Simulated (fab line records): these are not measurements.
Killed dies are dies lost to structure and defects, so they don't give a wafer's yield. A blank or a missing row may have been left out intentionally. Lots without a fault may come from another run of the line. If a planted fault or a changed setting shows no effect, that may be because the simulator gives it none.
fab line records | flow sky130
record lots=6 | wafers=18 | last-day=50
route steps=708 shown LOCAL_INTERCONNECT@404 CONTACT@406 PAD_OPEN@708
lots untouched by any fault: they come from a run of this same line in which no faults occurred
start-h: start of the lot's first displayed wafer, in hours after the record's first day | wait-h: how many hours have passed since the lot's step before this one | " same as the row above | L1.1+2: a single row standing in for several wafers | - no value, or no start given | * or withheld: withheld | < > ~ a bound
route shown NAME@n: names a module that has steps shown in the file, with the first one's number in the route | usual: average and standard deviation across the fault-free wafers | same: alike in all rows | chamber/n: place in a boat | sites: the reading at each site | _std_site: the values' standard deviation | _edge_site: mean of outer sites minus mean of inner sites | radius-mm: how far each site lies from the wafer's centre | mask NAME#n: copy n | behind: tool/chamber where the wafer was last shaped | hold: reason for holding the lot/hours on hold/outcome of the hold | device: whichever transistor did not switch (one of n, p or np) | end of line: at the end of the route, the tests of the same wafers | a step without rows: its recipe alone | killed: the dies lost at the first sort to structure and to defects; this is not the yield of the wafer | map: per-die view of a wafer (x killed, . not killed, _ where there is no die)
set.NAME: the run value of the setting; set.NAME@STEP: its run value at that earlier step | model.NAME: the simulator's own value behind a step, which no gauge read
lots seen at some steps along the route; tables by step, rows by wafer
services: from which hour (start-h, from the record's first day; less than 0 if before it) a tool's chamber was out of use, for how many hours, and why
## steps
# step SKY_LOCAL_INTERCONNECT_CLEAN_17
# recipe chemistry=IPA | time-s=180 | temp-c=25
# step SKY_LOCAL_INTERCONNECT_CLEAN_18
# recipe chemistry=O3/DIW | dry=n2-spin
# step SKY_CONTACT_CVD_00
# recipe material=Si3N4 | target-thk-nm=75 | temp-c=400 | time-s=withheld | rf-w=450
# usual heater-power-w=695/96
lot.wafer | tool     | chamber | start-h | wait-h | heater-power-w
L453.2    | pecvd-02 | 1       | 768.61  | 0.0    | 672
L453.5    | "        | 2       | "       | "      | 587
L453.6    | "        | 1       | "       | "      | 651
L455.1    | pecvd-01 | 2       | 789.36  | 0.0    | 715
L455.4    | "        | 0       | "       | "      | 908
L455.6    | "        | 1       | "       | "      | 725
L465.3    | pecvd-01 | 2       | 856.69  | 0.0    | 782
L465.4    | "        | 0       | "       | "      | 831
L465.5    | "        | 2       | "       | "      | 801
L464.1    | pecvd-01 | 2       | 859.41  | 0.0    | 792
L464.4    | "        | 0       | "       | "      | 742
L464.6    | "        | 1       | "       | "      | 718
L466.3    | pecvd-04 | 0       | 861.46  | 0.0    | 656
L466.4    | "        | 2       | "       | "      | 636
L466.5    | "        | 1       | "       | "      | 581
L467.3    | pecvd-02 | 1       | 874.13  | 0.0    | 685
L467.5    | "        | 0       | "       | "      | 801
L467.6    | "        | 2       | "       | "      | 654
# step SKY_CONTACT_THK_MEAS_01
# recipe reads=Si3N4_of_CONTACT_CVD_00
# usual CONTACT_CVD_00_THK=75.1/1.1
lot.wafer | tool          | chamber | start-h | wait-h | CONTACT_CVD_00_THK[nm]
L453.2    | film-metro-04 | -       | 768.67  | -      | 72.0
L453.5    | "             | -       | "       | "      | 73.5
L453.6    | "             | -       | "       | "      | 73.1
L455.1    | film-metro-01 | -       | 789.40  | -      | 75.3
L455.4    | "             | -       | "       | "      | 76.0
L455.6    | "             | -       | "       | "      | 76.1
L465.3    | film-metro-04 | -       | 856.75  | -      | 75.0
L465.4    | "             | -       | "       | "      | 76.9
L465.5    | "             | -       | "       | "      | 76.2
L464.1    | film-metro-01 | -       | 859.45  | -      | 73.4
L464.4    | "             | -       | "       | "      | 75.8
L464.6    | "             | -       | "       | "      | 75.9
L466.3    | film-metro-01 | -       | 861.52  | -      | 76.2
L466.4    | "             | -       | "       | "      | 76.4
L466.5    | "             | -       | "       | "      | 76.6
L467.3    | film-metro-03 | -       | 874.19  | -      | 72.2
L467.5    | "             | -       | "       | "      | 75.1
L467.6    | "             | -       | "       | "      | 74.5
# step SKY_CONTACT_HDPCVD_02
# recipe material=SiO2 | target-thk-nm=565 | sigma-open-frac=0.3 | time-s=94.2 | temp-c=600 | sih4-flow-sccm=60 | pressure-mtorr=6
# step SKY_CONTACT_THK_MEAS_03
# recipe reads=SiO2_of_CONTACT_HDPCVD_02
# usual CONTACT_HDPCVD_THK=565/5.9
lot.wafer | tool          | chamber | start-h | wait-h | CONTACT_HDPCVD_THK[nm]
L453.2    | film-metro-01 | -       | 768.80  | 0.0    | 580
L453.5    | "             | -       | "       | "      | 573
L453.6    | "             | -       | "       | "      | 572
L455.1    | film-metro-04 | -       | 789.53  | 0.0    | 567
L455.4    | "             | -       | "       | "      | 565
L455.6    | "             | -       | "       | "      | 551
L465.3    | film-metro-01 | -       | 856.88  | 0.1    | 570
L465.4    | "             | -       | "       | "      | 569
L465.5    | "             | -       | "       | "      | 553
L464.1    | film-metro-04 | -       | 859.58  | 0.0    | 563
L464.4    | "             | -       | "       | "      | 573
L464.6    | "             | -       | "       | "      | 560
L466.3    | film-metro-04 | -       | 861.65  | 0.1    | 568
L466.4    | "             | -       | "       | "      | 570
L466.5    | "             | -       | "       | "      | 581
L467.3    | film-metro-01 | -       | 874.31  | 0.1    | 566
L467.5    | "             | -       | "       | "      | 562
L467.6    | "             | -       | "       | "      | 554
# step SKY_CONTACT_CMP_04
# recipe material=SiO2 | down-force-psi=4 | platen-rpm=60 | pad-velocity-m-s=0.94248
# usual motor-current-A=12.3/1.4 | slurry-flow-ml-min=150.1/0.5 | time-to-endpoint-s=84/3.4
lot.wafer | tool   | chamber | start-h | wait-h | motor-current-A | slurry-flow-ml-min | time-to-endpoint-s
L453.2    | cmp-01 | 3       | 769.00  | 0.2    | 13.2            | 150.3              | 86
L453.6    | "      | 0       | "       | "      | 12.4            | 149.5              | 85
L453.5    | "      | 1       | "       | "      | 13.6            | 150.2              | 82
L455.1    | cmp-02 | 0       | 789.59  | 0.1    | 12.1            | 150.3              | 87
L455.4    | "      | 2       | "       | "      | 14.1            | 149.2              | 85
L455.6    | "      | 1       | "       | "      | 11.7            | 150.9              | 78
L465.3    | cmp-01 | 1       | 856.97  | 0.1    | 13.4            | 151.7              | 86
L465.4    | "      | 2       | "       | "      | 9.4             | 150.4              | 84
L465.5    | "      | 1       | "       | "      | 13.3            | 149.7              | 77
L464.1    | cmp-01 | 1       | 859.64  | 0.1    | 13.6            | 149.2              | 84
L464.4    | "      | 0       | "       | "      | 12.5            | 150.0              | 91
L464.6    | "      | 1       | "       | "      | 13.4            | 149.8              | 80
L466.3    | cmp-02 | 2       | 861.69  | 0.0    | 13.2            | 149.4              | 85
L466.4    | "      | 0       | "       | "      | 11.9            | 149.0              | 82
L466.5    | "      | 2       | "       | "      | 13.5            | 150.5              | 90
L467.3    | cmp-01 | 1       | 874.40  | 0.1    | 13.3            | 150.5              | 83
L467.5    | "      | 0       | "       | "      | 12.2            | 149.6              | 87
L467.6    | "      | 1       | "       | "      | 13.1            | 150.5              | 78
# step SKY_CONTACT_BOW_MEAS_05
# recipe mode=bow
# usual CONTACT_BOW=83/7.6
lot.wafer | tool          | chamber | start-h | wait-h | CONTACT_BOW[um]
L453.2    | film-metro-03 | -       | 769.17  | 0.1    | 86
L453.5    | "             | -       | "       | "      | 84
L453.6    | "             | -       | "       | "      | 76
L455.1    | film-metro-04 | -       | 789.89  | 0.2    | 90
L455.4    | "             | -       | "       | "      | 84
L455.6    | "             | -       | "       | "      | 83
L465.3    | film-metro-03 | -       | 857.26  | 0.2    | 68
L465.4    | "             | -       | "       | "      | 81
L465.5    | "             | -       | "       | "      | 88
L464.1    | film-metro-01 | -       | 859.94  | 0.2    | 99
L464.4    | "             | -       | "       | "      | 87
L464.6    | "             | -       | "       | "      | 84
L466.3    | film-metro-01 | -       | 862.03  | 0.3    | 76
L466.4    | "             | -       | "       | "      | 96
L466.5    | "             | -       | "       | "      | 92
L467.3    | film-metro-04 | -       | 874.69  | 0.2    | 97
L467.5    | "             | -       | "       | "      | 76
L467.6    | "             | -       | "       | "      | 94
# step SKY_CONTACT_DEHYDRATE_06
# recipe temp-c=200 | time-s=60
# step SKY_CONTACT_HMDS_07
# recipe prime-time-s=60 | prime-temp-c=120
# step SKY_CONTACT_COAT_08
# recipe resist=BARC | temp-c=withheld | time-s=withheld | spin-rpm=3000 | resist-thk-nm=60
# step SKY_CONTACT_COAT_09
# recipe resist=KrF-thick | spin-rpm=3000 | resist-thk-nm=450
# step SKY_CONTACT_SOFTBAKE_10
# recipe temp-c=100 | time-s=90 | resist=KrF-thick
# usual heater-power-total-W=57.36/0.12 | plate-temp-C=100.01/0.12
lot.wafer | tool           | chamber | start-h | wait-h | heater-power-total-W | plate-temp-C
L453.2    | litho-track-04 | 0       | 782     | -      | 57.36                | 99.92
L453.5    | "              | 0       | "       | "      | 57.40                | 100.07
L453.6    | "              | 0       | "       | "      | 57.29                | 100.10
L455.1    | litho-track-03 | 0       | 802     | -      | 57.35                | 99.98
L455.4    | "              | 0       | "       | "      | 57.30                | 99.99
L455.6    | "              | 0       | "       | "      | 57.29                | 100.05
L465.3    | litho-track-04 | 0       | 869     | -      | 59.05                | 101.86
L465.4    | "              | 0       | "       | "      | 59.07                | 101.93
L465.5    | "              | 0       | "       | "      | 58.88                | 101.75
L464.1    | litho-track-04 | 0       | 873     | -      | 59.04                | 102.12
L464.4    | "              | 0       | "       | "      | 58.85                | 102.11
L464.6    | "              | 0       | "       | "      | 58.83                | 101.95
L466.3    | litho-track-03 | 0       | 875     | -      | 57.19                | 100.02
L466.4    | "              | 0       | "       | "      | 57.45                | 100.09
L466.5    | "              | 0       | "       | "      | 57.24                | 99.97
L467.3    | litho-track-02 | 0       | 887     | -      | 57.28                | 100.00
L467.5    | "              | 0       | "       | "      | 57.34                | 99.98
L467.6    | "              | 0       | "       | "      | 57.50                | 100.26
# step SKY_CONTACT_EXPOSE_11
# recipe mask-id=CTM1 | na=0.8 | source-shape=annular | sigma-inner=0.55 | sigma-outer=0.85 | target-cd-nm=170 | dose-mj=38
# step SKY_PAD_OPEN_PROBE_99
# usual killed_at_M0_to_M3=44/6.8 | killed_at_M4_up=3.2/1.7 | killed-at-contacts=24/4.9 | killed-at-front-end=14/4.1 | killed-at-other=0.2/0.51 | killed-dies=85/8.7 | killed-open=46/6.8 | killed-short=39/6.1
# same gross-dies=492 | killed-at-back-side=0
lot.wafer | tool      | chamber | start-h | wait-h | killed_at_M0_to_M3 | killed_at_M4_up | killed-at-contacts | killed-at-front-end | killed-at-other | killed-dies | killed-open | killed-short
L453.2    | prober-02 | -       | 1129.98 | 0.1    | 36                 | 3               | 28                 | 12                  | 0               | 79          | 48          | 31
L453.5    | prober-02 | -       | 1130.13 | 0.2    | 46                 | 2               | 26                 | 13                  | 0               | 87          | 47          | 40
L453.6    | prober-02 | -       | 1130.18 | 0.2    | 51                 | 6               | 29                 | 25                  | 1               | 112         | 62          | 50
L455.1    | prober-02 | -       | 1137.71 | 0.1    | 40                 | 0               | 25                 | 15                  | 0               | 80          | 41          | 39
L455.4    | prober-02 | -       | 1137.86 | 0.2    | 41                 | 3               | 24                 | 15                  | 0               | 83          | 38          | 45
L455.6    | prober-02 | -       | 1137.96 | 0.2    | 44                 | 5               | 24                 | 18                  | 0               | 91          | 44          | 47
L464.1    | prober-02 | -       | 1184.41 | 0.1    | 33                 | 0               | 31                 | 7                   | 1               | 72          | 44          | 28
L464.4    | prober-02 | -       | 1184.56 | 0.2    | 34                 | 6               | 19                 | 12                  | 0               | 71          | 37          | 34
L464.6    | prober-02 | -       | 1184.66 | 0.2    | 54                 | 4               | 22                 | 11                  | 0               | 91          | 59          | 32
L467.3    | prober-02 | -       | 1194.28 | 0.2    | 54                 | 3               | 13                 | 12                  | 1               | 83          | 44          | 39
L467.5    | prober-02 | -       | 1194.38 | 0.2    | 42                 | 1               | 32                 | 12                  | 1               | 88          | 46          | 42
L467.6    | prober-02 | -       | 1194.43 | 0.2    | 47                 | 4               | 20                 | 12                  | 0               | 83          | 44          | 39
# killed by level:class
L453.2 VIA2:geometric-particle:open=10 CONTACT:geometric-particle:short=8 LI_CONTACT:geometric-particle:open=7 CONTACT:geometric-particle:open=7 VIA3:geometric-particle:open=6 VIA1:geometric-particle:open=6 FIELD_ISO:geometric-particle:open=5 VIA1:geometric-particle:short=5
L453.5 VIA1:geometric-particle:open=12 CONTACT:geometric-particle:open=10 LOCAL_INTERCONNECT:geometric-particle:short=8 METAL1:geometric-particle:short=7 FIELD_ISO:geometric-particle:short=6 FIELD_ISO:geometric-particle:open=6 VIA2:geometric-particle:open=6 VIA1:geometric-particle:short=5
L453.6 VIA2:geometric-particle:open=13 CONTACT:geometric-particle:open=11 VIA1:geometric-particle:open=11 LI_CONTACT:geometric-particle:open=10 FIELD_ISO:geometric-particle:short=9 METAL2:geometric-particle:short=6 FIELD_ISO:geometric-particle:open=5 POLY_GATE:geometric-particle:open=4
L455.1 LI_CONTACT:geometric-particle:open=11 VIA2:geometric-particle:open=9 FIELD_ISO:geometric-particle:short=6 CONTACT:geometric-particle:short=6 METAL1:geometric-particle:short=6 VIA1:geometric-particle:open=6 VIA3:geometric-particle:short=5 SPACER:geometric-particle:open=4
L455.4 VIA1:geometric-particle:open=7 CONTACT:geometric-particle:open=7 METAL2:geometric-particle:short=7 FIELD_ISO:geometric-particle:short=6 LI_CONTACT:geometric-particle:open=6 LOCAL_INTERCONNECT:geometric-particle:short=6 FIELD_ISO:geometric-particle:open=5 METAL3:geometric-particle:short=5
L455.6 VIA1:geometric-particle:open=13 CONTACT:geometric-particle:open=7 METAL1:geometric-particle:short=7 POLY_GATE:geometric-particle:open=5 LI_CONTACT:geometric-particle:open=5 METAL2:geometric-particle:short=5 METAL4:geometric-particle:short=5 LI_CONTACT:geometric-particle:short=4
L464.1 CONTACT:geometric-particle:open=10 VIA1:geometric-particle:open=10 LI_CONTACT:geometric-particle:open=8 LI_CONTACT:geometric-particle:short=6 METAL2:geometric-particle:short=6 VIA2:geometric-particle:open=6 LOCAL_INTERCONNECT:geometric-particle:short=4 POLY_GATE:geometric-particle:open=3
L464.4 VIA1:geometric-particle:open=11 CONTACT:geometric-particle:open=8 VIA1:geometric-particle:short=7 FIELD_ISO:geometric-particle:open=4 VIA3:geometric-particle:open=4 METAL4:geometric-particle:short=4 FIELD_ISO:geometric-particle:short=3 LI_CONTACT:geometric-particle:short=3
L464.6 VIA1:geometric-particle:open=13 CONTACT:geometric-particle:open=10 VIA3:geometric-particle:open=10 VIA2:geometric-particle:open=9 METAL2:geometric-particle:short=7 LI_CONTACT:geometric-particle:open=7 VIA1:geometric-particle:short=5 FIELD_ISO:geometric-particle:open=4
L467.3 METAL2:geometric-particle:short=10 VIA1:geometric-particle:open=9 VIA3:geometric-particle:open=9 VIA2:geometric-particle:open=7 CONTACT:geometric-particle:open=6 CONTACT:geometric-particle:short=4 FIELD_ISO:geometric-particle:short=4 METAL1:geometric-particle:short=4
L467.5 LI_CONTACT:geometric-particle:open=11 VIA2:geometric-particle:open=9 CONTACT:geometric-particle:short=8 CONTACT:geometric-particle:open=7 VIA1:geometric-particle:open=7 METAL2:geometric-particle:short=6 VIA1:geometric-particle:short=6 FIELD_ISO:geometric-particle:open=5
L467.6 METAL2:geometric-particle:short=9 LI_CONTACT:geometric-particle:open=8 METAL1:geometric-particle:short=8 VIA1:geometric-particle:open=8 CONTACT:geometric-particle:open=7 VIA2:geometric-particle:open=7 FIELD_ISO:geometric-particle:open=5 POLY_GATE:geometric-particle:short=5
## services
tool     | chamber | start-h | hours | kind
pecvd-02 | 2       | 747.82  | 13.3  | repair
cmp-02   | -       | 748.00  | -     | consumable-replace:conditioner
cmp-02   | -       | 748.00  | -     | consumable-replace:pad
cmp-02   | -       | 751.82  | 7.6   | pm
pecvd-02 | 0       | 763.37  | 5.5   | scheduled-down
pecvd-04 | 1       | 768.50  | 14.3  | repair
pecvd-02 | -       | 770.88  | 0.8   | pm
cmp-01   | -       | 786.15  | 4.3   | repair
pecvd-01 | 1       | 798.15  | 10.5  | repair
pecvd-04 | 1       | 804.26  | 2.8   | repair
pecvd-04 | 2       | 808.11  | 2.1   | scheduled-down
pecvd-02 | 2       | 812.59  | 2.1   | scheduled-down
pecvd-04 | -       | 816.90  | 2.7   | repair
pecvd-04 | 1       | 819.56  | -     | clean
pecvd-04 | 1       | 819.56  | -     | consumable-replace:showerhead
pecvd-04 | 1       | 819.56  | 29.0  | scheduled-down
cmp-01   | -       | 826.63  | 3.8   | pm
pecvd-02 | 0       | 829.71  | 5.2   | repair
cmp-01   | -       | 833.79  | 0.7   | repair
pecvd-02 | -       | 835.71  | 0.9   | repair
pecvd-02 | -       | 849.63  | 2.8   | pm
cmp-01   | -       | 860.22  | 4.5   | repair
pecvd-01 | 2       | 862.83  | 16.5  | scheduled-down
cmp-01   | -       | 880.50  | 1.1   | repair
## key
first-sign step=SKY_CONTACT_SOFTBAKE_10 | reading=plate-temp-C | direction=up | sigmas=16 | usual=* | struck=*
effect step=SKY_CONTACT_SOFTBAKE_10 | reading=heater-power-total-W | direction=up | sigmas=14 | usual=* | struck=*
met-at SKY_CONTACT_SOFTBAKE_10
struck-wafers L464.1,L464.4,L464.6,L465.3,L465.4,L465.5
tester-left-out L464,L465
onset-between 782 869
fault kind=process-parameter-drift | tool=litho-track-04 | chamber=- | onset-h=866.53 | steps=SKY_CONTACT_SOFTBAKE_10 | channel=temp-c | offset=* | shape=step | end-h=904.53 | acts-in=* | stated=*
# tester-left-out: of these lots the tester's yield and bins aren't shown, on N5 and GAA mostly nor the transistor test; their killed dies are dies lost to structure and defects alone, not to doping, threshold or leakage, so they don't give the yield
